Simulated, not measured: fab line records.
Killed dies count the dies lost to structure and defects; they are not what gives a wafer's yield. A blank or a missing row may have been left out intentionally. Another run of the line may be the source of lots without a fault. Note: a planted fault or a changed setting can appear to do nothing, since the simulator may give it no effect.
fab line records ; flow sky130
[record] lots = 11; wafers = 33; last_day = 50
route steps=708 shown LDD_LDN@301 METAL5@667 PASSIVATION@692 PAD_OPEN@702
lots that met no fault: taken from a fault-free run of the same line
start_h: the number of hours between the record's first day and the start of the first shown wafer of the lot ; wait_h: time in hours since the lot's previous step ; " identical to the entry in the row above ; L1.1+2: one row covering several wafers at once ; - no value, or no start was given ; * or withheld: withheld ; < > ~ a bound
route shown NAME@n: a module of which the file shows steps, and the number in the route of the first ; usual: average and standard deviation across the fault-free wafers ; same: alike in all rows ; chamber/n: place in a boat ; sites: each site's reading ; _std_site: how widely they spread, as a standard deviation ; _edge_site: the outer-site mean with the inner-site mean subtracted ; radius_mm: for every site, how far away it sits from the centre of the wafer ; mask NAME#n: copy n ; behind: the tool/chamber that last shaped the wafer ; hold: why the lot went on hold/how many hours it stayed there/how the hold came to an end ; device: which transistor (n, p or np) failed to switch ; end of line: the tests these same wafers got at the end of their route ; a step with no rows: only its recipe ; killed: count of dies lost to structure and defects at first sort (not the wafer's yield) ; map: a wafer's dies, marking killed ones x, the rest . and places with no die _
set.NAME: setting as actually run; set.NAME@STEP: the setting as run at that earlier step ; model.NAME: the simulator's own value behind a step, which no gauge read
steps of the route over a sample of lots; a table a step, a row a wafer
services: the hour from which a tool's chamber was out of use, counted from the record's first day as start_h (under 0 if before that day), plus the number of hours and why
[[steps]]
[step SKY_LDD_LDN_STRIP_12]
[recipe] chemistry = O2/N2; power_w = 1400; pressure_mtorr = 1500; platen_temp_c = withheld; o2_flow_sccm = 3000; n2_flow_sccm = 300; overash_fraction = 0.5
[usual] chamber_pressure_mTorr = 1499.9/1.3; drypump_motor_current_A = 5.7/0.35; oes_product_au = 0.715/0.004; strip_time_to_endpoint_s = 14.19/0.038
lot.wafer;tool;chamber;start_h;wait_h;chamber_pressure_mTorr;drypump_motor_current_A;oes_product_au;rf_hours_counter_h;strip_time_to_endpoint_s
L133.1;plasma_asher-02;1;514.08;0.1;1500.6;5.8;0.713;84;14.18
L133.3;plasma_asher-02;1;514.08;0.1;1500.0;5.8;0.713;-;14.15
L133.5;plasma_asher-02;0;514.08;0.1;1500.0;5.1;0.716;-;14.21
L134.3;plasma_asher-03;1;529.55;0.1;1500.0;5.8;0.717;-;14.22
L134.4;plasma_asher-03;0;529.55;0.1;1499.1;6.2;0.715;-;14.19
L134.5;plasma_asher-03;1;529.55;0.1;1499.8;5.8;0.708;-;14.21
L138.1;plasma_asher-02;1;593.46;0.1;1499.3;5.9;0.716;92;14.25
L138.3;plasma_asher-02;1;593.46;0.1;1499.9;5.9;0.714;-;14.25
L138.5;plasma_asher-02;1;593.46;0.1;1498.8;5.9;0.711;-;14.25
L139.1;plasma_asher-02;0;597.18;0.1;1499.7;5.1;0.723;93;14.13
L139.2;plasma_asher-02;1;597.18;0.1;1499.9;5.9;0.719;93;14.19
L139.6;plasma_asher-02;1;597.18;0.1;1498.7;5.9;0.717;-;14.20
L142.1;plasma_asher-02;1;601.93;0.1;1501.1;5.8;0.712;93;14.17
L142.2;plasma_asher-02;0;601.93;0.1;1500.2;5.1;0.718;93;14.15
L142.6;plasma_asher-02;1;601.93;0.1;1500.8;5.8;0.723;-;14.18
L141.2;plasma_asher-03;1;603.13;0.1;1502.4;5.8;0.717;80;14.24
L141.3;plasma_asher-03;1;603.13;0.1;1500.4;5.8;0.710;-;14.16
L141.5;plasma_asher-03;1;603.13;0.1;1498.7;5.8;0.714;-;14.26
L146.1;plasma_asher-02;1;641.78;0.1;1502.3;5.8;0.711;96;14.18
L146.5;plasma_asher-02;1;641.78;0.1;1501.7;5.8;0.720;-;14.22
L146.6;plasma_asher-02;0;641.78;0.1;1499.8;5.2;0.718;-;14.16
L148.1;plasma_asher-03;0;653.28;0.1;1500.7;6.2;0.717;85;14.24
L148.3;plasma_asher-03;1;653.28;0.1;1500.5;5.8;0.716;-;14.23
L148.6;plasma_asher-03;1;653.28;0.1;1501.3;5.8;0.721;-;14.20
L151.3;plasma_asher-02;0;692.67;0.1;1498.5;5.2;0.707;-;14.15
L151.4;plasma_asher-02;1;692.67;0.1;1500.4;5.9;0.717;-;14.11
L151.6;plasma_asher-02;0;692.67;0.1;1501.5;5.2;0.712;-;14.19
L153.1;plasma_asher-03;0;705.73;0.1;1496.9;6.2;0.716;90;14.23
L153.4;plasma_asher-03;0;705.73;0.1;1498.2;6.2;0.711;-;14.23
L153.6;plasma_asher-03;1;705.73;0.1;1497.5;5.8;0.718;-;14.24
L155.3;plasma_asher-02;0;708.61;0.1;1500.6;5.2;0.713;-;14.25
L155.4;plasma_asher-02;1;708.61;0.1;1501.6;5.8;0.720;-;14.21
L155.5;plasma_asher-02;1;708.61;0.1;1499.5;5.8;0.712;-;14.17
[step SKY_METAL5_THK_MEAS_06]
[recipe] thk_meas_gauge = xrf; reads = AlCu_of_METAL5_SPUTTER_02
[usual] METAL5_ALCU_THK = 1157/10
lot.wafer;tool;chamber;start_h;wait_h;METAL5_ALCU_THK[nm]
L133.1;film_metro-03;-;994.66;0.1;1156
L133.3;film_metro-03;-;994.66;0.1;1177
L133.5;film_metro-03;-;994.66;0.1;1165
L134.3;film_metro-03;-;1019.44;0.1;1155
L134.4;film_metro-03;-;1019.44;0.1;1170
L134.5;film_metro-03;-;1019.44;0.1;1156
L138.1;film_metro-03;-;1055.84;0.1;1149
L138.3;film_metro-03;-;1055.84;0.1;1150
L138.5;film_metro-03;-;1055.84;0.1;1138
L139.1;film_metro-04;-;1058.77;0.1;1179
L139.2;film_metro-04;-;1058.77;0.1;1190
L139.6;film_metro-04;-;1058.77;0.1;1171
L142.1;film_metro-04;-;1060.61;0.1;1156
L142.2;film_metro-04;-;1060.61;0.1;1157
L142.6;film_metro-04;-;1060.61;0.1;1151
L141.2;film_metro-04;-;1063.17;0.1;1145
L141.3;film_metro-04;-;1063.17;0.1;1141
L141.5;film_metro-04;-;1063.17;0.1;1144
L146.1;film_metro-02;-;1091.25;0.1;1143
L146.5;film_metro-02;-;1091.25;0.1;1144
L146.6;film_metro-02;-;1091.25;0.1;1154
L148.1;film_metro-03;-;1100.18;0.1;1167
L148.3;film_metro-03;-;1100.18;0.1;1166
L148.6;film_metro-03;-;1100.18;0.1;1171
L151.3;film_metro-04;-;1128.79;0.1;1163
L151.4;film_metro-04;-;1128.79;0.1;1157
L151.6;film_metro-04;-;1128.79;0.1;1170
L153.1;film_metro-02;-;1138.47;0.1;1149
L153.4;film_metro-02;-;1138.47;0.1;1150
L153.6;film_metro-02;-;1138.47;0.1;1148
L155.3;film_metro-02;-;1140.09;0.1;1156
L155.4;film_metro-02;-;1140.09;0.1;1160
L155.5;film_metro-02;-;1140.09;0.1;1162
[step SKY_PASSIVATION_ETCH_11]
[recipe] chemistry = CF4/O2; target_depth_nm = 725; stop_on = AlCu; source_w = 800; bias_w = 150; pressure_mtorr = 150; cf4_flow_sccm = 80; O2_flow_sccm = 10; time_s = 161.1
[usual] bias_w = 150.0/0.44; chamber_pressure_mTorr = 150.01/0.13; drypump_motor_current_A = 5.6/0.45; oes_product_au = 0.976/0.0064; throttle_valve_pct = 5.963/0.0089
lot.wafer;tool;chamber;start_h;wait_h;bias_w;chamber_pressure_mTorr;drypump_motor_current_A;oes_product_au;rf_hours_counter_h;throttle_valve_pct
L133.1;rie_diel-03;3;1039.49;-;150.2;150.10;5.5;0.979;12;5.983
L133.3;rie_diel-03;2;1039.49;-;150.1;149.94;4.7;0.983;10;5.963
L133.5;rie_diel-03;2;1039.49;-;149.8;150.05;4.7;0.978;-;5.964
L134.3;rie_diel-02;2;1063.59;-;151.1;149.99;5.6;0.982;21;5.959
L134.4;rie_diel-02;3;1063.59;-;149.9;149.98;6.1;0.983;8;5.968
L134.5;rie_diel-02;1;1063.59;-;150.9;150.02;6.3;0.976;-;5.987
L138.1;rie_diel-03;1;1098.68;-;149.7;150.18;5.3;0.973;9;5.960
L138.3;rie_diel-03;0;1098.68;-;149.0;149.84;5.4;0.981;7;5.968
L138.5;rie_diel-03;2;1098.68;-;150.3;149.76;4.7;0.976;-;5.971
L139.1;rie_diel-01;2;1100.99;-;150.2;149.86;5.7;0.983;14;5.965
L139.2;rie_diel-01;1;1100.99;-;149.4;149.81;5.8;0.972;18;5.966
L139.6;rie_diel-01;1;1100.99;-;149.7;149.74;5.8;0.983;-;5.964
L142.1;rie_diel-01;3;1103.24;-;150.0;149.75;6.1;0.967;16;5.970
L142.2;rie_diel-01;2;1103.24;-;150.0;150.04;5.7;0.970;14;5.952
L142.6;rie_diel-01;1;1103.24;-;150.9;150.07;5.8;0.967;-;5.956
L141.2;rie_diel-02;1;1105.99;-;150.2;149.95;6.3;0.956;18;5.966
L141.3;rie_diel-02;0;1105.99;-;151.1;150.16;6.1;0.958;14;5.972
L141.5;rie_diel-02;1;1105.99;-;150.3;150.15;6.3;0.975;-;5.953
L146.1;rie_diel-01;1;1132.43;-;150.7;149.81;5.8;0.968;19;5.957
L146.5;rie_diel-01;2;1132.43;-;150.2;149.83;5.7;0.982;-;5.961
L146.6;rie_diel-01;3;1132.43;-;149.9;150.04;6.0;0.982;-;5.967
L148.1;rie_diel-02;0;1140.44;-;150.0;149.94;6.2;0.976;16;5.968
L148.3;rie_diel-02;1;1140.44;-;150.2;150.04;6.3;0.970;20;5.968
L148.6;rie_diel-02;3;1140.44;-;149.7;150.09;6.1;0.983;-;5.967
L151.3;rie_diel-01;0;1165.78;-;149.8;150.08;4.9;0.974;8;5.959
L151.4;rie_diel-01;3;1165.78;-;150.2;150.02;6.1;0.984;18;5.965
L151.6;rie_diel-01;2;1165.78;-;150.1;150.05;5.7;0.978;-;5.967
L153.1;rie_diel-03;1;1174.38;-;149.5;150.13;5.4;0.977;12;5.969
L153.4;rie_diel-03;0;1174.38;-;149.9;150.24;5.5;0.981;-;5.968
L153.6;rie_diel-03;1;1174.38;-;149.1;149.96;5.4;0.984;-;5.970
L155.3;rie_diel-03;1;1175.69;-;150.7;150.08;5.3;0.976;12;5.978
L155.4;rie_diel-03;0;1175.69;-;150.2;149.97;5.5;0.976;-;5.957
L155.5;rie_diel-03;1;1175.69;-;150.4;150.13;5.3;0.984;-;5.952
[step SKY_PAD_OPEN_STRIP_08]
[recipe] chemistry = O2/N2; power_w = 1400; pressure_mtorr = 1500; platen_temp_c = withheld; overash_fraction = 0.7; o2_flow_sccm = 3000; n2_flow_sccm = 300
[usual] chamber_pressure_mTorr = 1500.0/1.3; drypump_motor_current_A = 5.76/0.28; oes_product_au = 0.663/0.0042; strip_time_to_endpoint_s = 37.09/0.091
lot.wafer;tool;chamber;start_h;wait_h;chamber_pressure_mTorr;drypump_motor_current_A;oes_product_au;rf_hours_counter_h;strip_time_to_endpoint_s
L133.1;plasma_asher-01;0;1061.60;0.1;1500.3;5.60;0.658;64;37.12
L133.3;plasma_asher-01;0;1061.60;0.1;1499.9;5.61;0.666;-;37.13
L133.5;plasma_asher-01;1;1061.60;0.1;1498.2;5.86;0.654;-;37.01
L134.3;plasma_asher-02;1;1084.83;0.1;1502.0;5.87;0.661;-;37.12
L134.4;plasma_asher-02;0;1084.83;0.1;1499.2;5.14;0.663;-;37.04
L134.5;plasma_asher-02;1;1084.83;0.1;1499.4;5.85;0.666;-;37.03
L138.1;plasma_asher-01;0;1119.49;0.1;1498.2;5.60;0.660;70;37.23
L138.3;plasma_asher-01;1;1119.49;0.1;1497.6;5.85;0.667;-;37.25
L138.5;plasma_asher-01;0;1119.49;0.1;1498.9;5.59;0.670;-;37.24
L139.1;plasma_asher-03;1;1121.25;0.1;1500.7;5.79;0.657;5;37.03
L139.2;plasma_asher-03;0;1121.25;0.1;1500.1;6.21;0.664;5;37.10
L139.6;plasma_asher-03;0;1121.25;0.1;1501.6;6.20;0.663;-;37.05
L142.1;plasma_asher-01;1;1123.35;0.1;1502.3;5.85;0.659;70;37.00
L142.2;plasma_asher-01;0;1123.35;0.1;1500.8;5.63;0.665;70;36.97
L142.6;plasma_asher-01;0;1123.35;0.1;1500.6;5.62;0.658;-;37.01
L141.2;plasma_asher-02;1;1126.70;0.1;1500.4;5.85;0.663;39;37.13
L141.3;plasma_asher-02;1;1126.70;0.1;1500.6;5.84;0.663;-;37.08
L141.5;plasma_asher-02;0;1126.70;0.1;1501.0;5.12;0.659;-;37.06
L146.1;plasma_asher-03;0;1150.86;0.1;1499.8;6.24;0.666;8;37.16
L146.5;plasma_asher-03;1;1150.86;0.1;1499.7;5.79;0.660;-;37.21
L146.6;plasma_asher-03;0;1150.86;0.1;1499.0;6.18;0.666;-;37.23
L148.1;plasma_asher-03;1;1158.76;0.1;1499.7;5.81;0.662;9;37.44
L148.3;plasma_asher-03;0;1158.76;0.1;1500.5;6.19;0.668;-;37.25
L148.6;plasma_asher-03;0;1158.76;0.1;1499.0;6.18;0.664;-;37.20
L151.3;plasma_asher-03;1;1181.92;0.1;1500.4;5.80;0.662;-;37.07
L151.4;plasma_asher-03;0;1181.92;0.1;1501.4;6.22;0.673;-;37.13
L151.6;plasma_asher-03;0;1181.92;0.1;1500.1;6.22;0.668;-;37.09
L153.1;plasma_asher-01;1;1190.44;0.1;1501.4;5.85;0.662;77;37.18
L153.4;plasma_asher-01;0;1190.44;0.1;1501.7;5.62;0.650;-;37.15
L153.6;plasma_asher-01;0;1190.44;0.1;1500.4;5.61;0.662;-;37.11
L155.3;plasma_asher-01;0;1192.49;0.1;1497.4;5.59;0.660;-;37.05
L155.4;plasma_asher-01;1;1192.49;0.1;1500.5;5.84;0.664;-;36.99
L155.5;plasma_asher-01;1;1192.49;0.1;1502.7;5.88;0.661;-;37.11
[step SKY_PAD_OPEN_PROBE_99]
[usual] killed_at_M0_to_M3 = 43/7.4; killed_at_M4_up = 3.1/1.8; killed_at_contacts = 26/5.6; killed_at_front_end = 15/4.9; killed_at_other = 0.2/0.44; killed_dies = 87/10; killed_open = 48/7.6; killed_short = 39/6.2
[same] gross_dies = 492; killed_at_back_side = 0
lot.wafer;tool;chamber;start_h;wait_h;killed_at_M0_to_M3;killed_at_M4_up;killed_at_contacts;killed_at_front_end;killed_at_other;killed_dies;killed_open;killed_short
L155.3;prober-02;-;1194.77;0.2;40;4;19;54;0;117;41;31
L155.4;prober-02;-;1194.82;0.2;35;1;17;15;0;68;40;28
L155.5;prober-02;-;1194.87;0.2;50;1;14;14;0;79;39;40
// killed by level:class
L155.3 LDD_LDN:unspecified=45 VIA1:geometric_particle:open=8 VIA2:geometric_particle:open=7 LI_CONTACT:geometric_particle:open=6 CONTACT:geometric_particle:open=6 METAL2:geometric_particle:short=6 METAL1:geometric_particle:short=5 VIA1:geometric_particle:short=5
L155.4 VIA2:geometric_particle:open=8 VIA1:geometric_particle:open=7 LI_CONTACT:geometric_particle:open=5 LOCAL_INTERCONNECT:geometric_particle:short=5 METAL1:geometric_particle:short=4 VIA3:geometric_particle:open=4 FIELD_ISO:geometric_particle:open=3 POLY_GATE:geometric_particle:short=3
L155.5 VIA3:geometric_particle:open=10 VIA3:geometric_particle:short=7 VIA2:geometric_particle:short=7 LI_CONTACT:geometric_particle:open=6 METAL1:geometric_particle:short=6 VIA1:geometric_particle:open=6 METAL2:geometric_particle:short=6 CONTACT:geometric_particle:open=5
[[services]]
tool;chamber;start_h;hours;kind
plasma_asher-01;-;551.75;12.5;repair
rie_diel-01;-;609.57;28.1;pm
plasma_asher-02;-;611.65;2.8;pm
plasma_asher-02;-;616.86;4.6;repair
plasma_asher-01;-;673.62;3.8;repair
rie_diel-03;-;696.58;10.0;pm
rie_diel-01;3;725.02;4.3;repair
plasma_asher-02;-;733.75;9.0;pm
plasma_asher-03;-;739.03;3.2;repair
rie_diel-03;1;773.19;34.8;repair
rie_diel-03;2;777.16;9.3;repair
rie_diel-01;3;779.56;9.3;repair
rie_diel-03;-;782.46;14.6;pm
plasma_asher-01;-;823.24;0.4;repair
rie_diel-03;-;827.42;28.1;pm
plasma_asher-01;-;859.17;1.4;repair
rie_diel-01;1;859.80;2.5;repair
rie_diel-03;3;878.38;67.6;repair
rie_diel-01;2;886.68;11.1;repair
plasma_asher-01;-;944.19;2.3;repair
plasma_asher-01;-;956.77;0.6;repair
plasma_asher-03;-;1055.25;9.0;pm
plasma_asher-01;-;1103.52;0.8;repair
plasma_asher-03;-;1108.27;5.9;repair
[[key]]
[first_sign] step = SKY_PAD_OPEN_PROBE_99; reading = killed_at_front_end; direction = up; sigmas = 8; usual = 15; struck = 54
[effect] step = SKY_PAD_OPEN_PROBE_99; reading = killed_dies; direction = up; sigmas = 2.9; usual = 87; struck = 117
met_at SKY_LDD_LDN_STRIP_12
struck_lots L155
struck_wafers L155.3
tester_left_out L155
not_acting_at SKY_METAL5_THK_MEAS_06,SKY_PASSIVATION_ETCH_11,SKY_PAD_OPEN_STRIP_08
onset_between 692.67 708.61
[fault] kind = chamber_particle_source; tool = plasma_asher-02; chamber = 0; onset_h = 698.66; steps = SKY_LDD_LDN_STRIP_12; rate_per_visit_cm2 = 0.75104; end_h = 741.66
// tester_left_out: of these lots the tester's yield and bins aren't shown, on N5 and GAA mostly nor the transistor test; their killed dies are dies lost to structure and defects alone, not to doping, threshold or leakage, so they don't give the yield
